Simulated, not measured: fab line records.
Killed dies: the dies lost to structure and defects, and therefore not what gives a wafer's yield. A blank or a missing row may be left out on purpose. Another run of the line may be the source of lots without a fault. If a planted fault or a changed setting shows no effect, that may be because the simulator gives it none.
What tool caused it? | flow gf180mcu | 12 lots, 36 wafers sampled, at 3 steps of a route of 602

WHAT THE GAUGES READ, wafer by wafer
GF_V2_THK_MEAS_25: measures by xrf.
lot  | measured     | on            | V2_W_THK (nm)
L611 | day 21 00:14 | film metro-02 | 347 342 346
L610 | day 21 04:01 | film metro-01 | 358 363 355
L612 | day 21 09:10 | film metro-02 | 350 353 349
L613 | day 22 00:49 | film metro-01 | 363 360 367
L615 | day 22 17:52 | film metro-04 | 344 352 345
L617 | day 23 02:51 | film metro-01 | 348 345 349
L618 | day 23 17:14 | film metro-01 | 344 349 349
L619 | day 24 02:13 | film metro-01 | 361 362 359
L627 | day 26 17:07 | film metro-04 | 327 331 334
L629 | day 27 07:52 | film metro-04 | 342 345 349
L630 | day 27 08:06 | film metro-02 | 348 349 351
L632 | day 28 01:43 | film metro-02 | 356 360 361

GF_V3_THK_MEAS_03.
lot  | measured     | on            | V3_CVD_02_THK (nm)
L611 | day 22 01:56 | film metro-01 | 864 855 860
L610 | day 22 05:31 | film metro-01 | 847 838 831
L612 | day 22 09:49 | film metro-04 | 854 862 857
L613 | day 23 01:46 | film metro-04 | 847 855 861
L615 | day 23 18:07 | film metro-03 | 848 844 847
L617 | day 24 02:58 | film metro-04 | 854 857 857
L618 | day 24 16:32 | film metro-03 | 839 852 877
L619 | day 25 01:41 | film metro-03 | 846 856 867
L627 | day 27 14:54 | film metro-03 | 408 400 409
L629 | day 28 05:25 | film metro-03 | 416 433 411
L630 | day 28 05:20 | film metro-01 | 849 848 861
L632 | day 28 22:41 | film metro-03 | 840 862 867

WHICH TOOL RAN EACH LOT (tool, then ch and the chambers of the sampled wafers, then the start)
lot  | GF_V3_CVD_02
L611 | pecvd-02 ch 0,1, day 22 01:52
L610 | pecvd-01 ch 0,1,2, day 22 05:27
L612 | pecvd-02 ch 0,1, day 22 09:44
L613 | pecvd-02 ch 0,1,2, day 23 01:41
L615 | pecvd-04 ch 0,1,2, day 23 18:03
L617 | pecvd-04 ch 0,1,2, day 24 02:53
L618 | pecvd-02 ch 1,2, day 24 16:28
L619 | pecvd-04 ch 0,1,2, day 25 01:36
L627 | pecvd-02 ch 0,2, day 27 14:50
L629 | pecvd-02 ch 0,1,2, day 28 05:21
L630 | pecvd-01 ch 1,2, day 28 05:16
L632 | pecvd-01 ch 1,2, day 28 22:36
- GF_V3_CVD_02: deposits SiO2 from TEOS, target thk 850 nm, time 94.851 s.

WHAT THE TOOLS THEMSELVES READ (means of the sampled wafers that have a number; where no wafer has one, the mark that the record gives instead)
GF_V3_CVD_02.
lot  | tool     | heater power w (W) | run length s (s)
L611 | pecvd-02 | 622                | 122.7
L610 | pecvd-01 | 670                | 122.8
L612 | pecvd-02 | 650                | 122.7
L613 | pecvd-02 | 682                | 122.3
L615 | pecvd-04 | 614                | 122.7
L617 | pecvd-04 | 678                | 123.0
L618 | pecvd-02 | 745                | 122.5
L619 | pecvd-04 | 652                | 123.1
L627 | pecvd-02 | 648                | 73.8
L629 | pecvd-02 | 698                | 73.8
L630 | pecvd-01 | 646                | 122.7
L632 | pecvd-01 | 668                | 123.0

THE ANSWER, worked out from the rows above alone
Rule: the lots themselves supply what counts as usual. Put in order of their means at a reading, lots are off if they are a third of the lots or fewer, leave a main group of 4 or more, and stand apart from it by a gap of 3 or more times the standard deviation of the main group's means; of several such gaps the widest counts. The tables above print the reading to a certain number of digits; a main group whose means all agree to those digits is not used. Also off: a lot with no number at a reading for which 4 or more lots have one. Any other lot the step has rows for is counted as sound. After the gauges, taken in route order, come the tools' own readings; for these a lot's mean is taken, as printed above. At the first step where some lot is off, the reading lying furthest off is the one used; lots without a number count as furthest.
Off: L627, L629, seen at GF_V3_THK_MEAS_03 (V3_CVD_02_THK). The main group: mean 853 nm, standard deviation 6.
If a tool, at a process step before that reading, ran all the lots that are off and no sound lot after the first of them, it fits. The gauges at GF_V3_THK_MEAS_03 aren't tried: what is off there is off at GF_V3_CVD_02 too, on other tools, and a gauge's error can't cause that. One fits: pecvd-02 at GF_V3_CVD_02. A fault onset in the window from L618 (day 24 16:28, its last sound lot) to L627 (day 27 14:50, its first lot off) fits.
On the lots that are off, the tool's own readings at GF_V3_CVD_02 differ by more than 5 times the standard deviation of the sound lots' means, which bears it out; run length s reads 73.8 s there versus 122.8 s on the sound lots.

WHAT THE SIMULATOR HAD INSERTED
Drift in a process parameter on pecvd-02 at GF_V3_CVD_02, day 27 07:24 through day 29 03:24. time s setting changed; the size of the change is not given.
Shown lots that were struck: L627, L629. Same finding as the rule above.
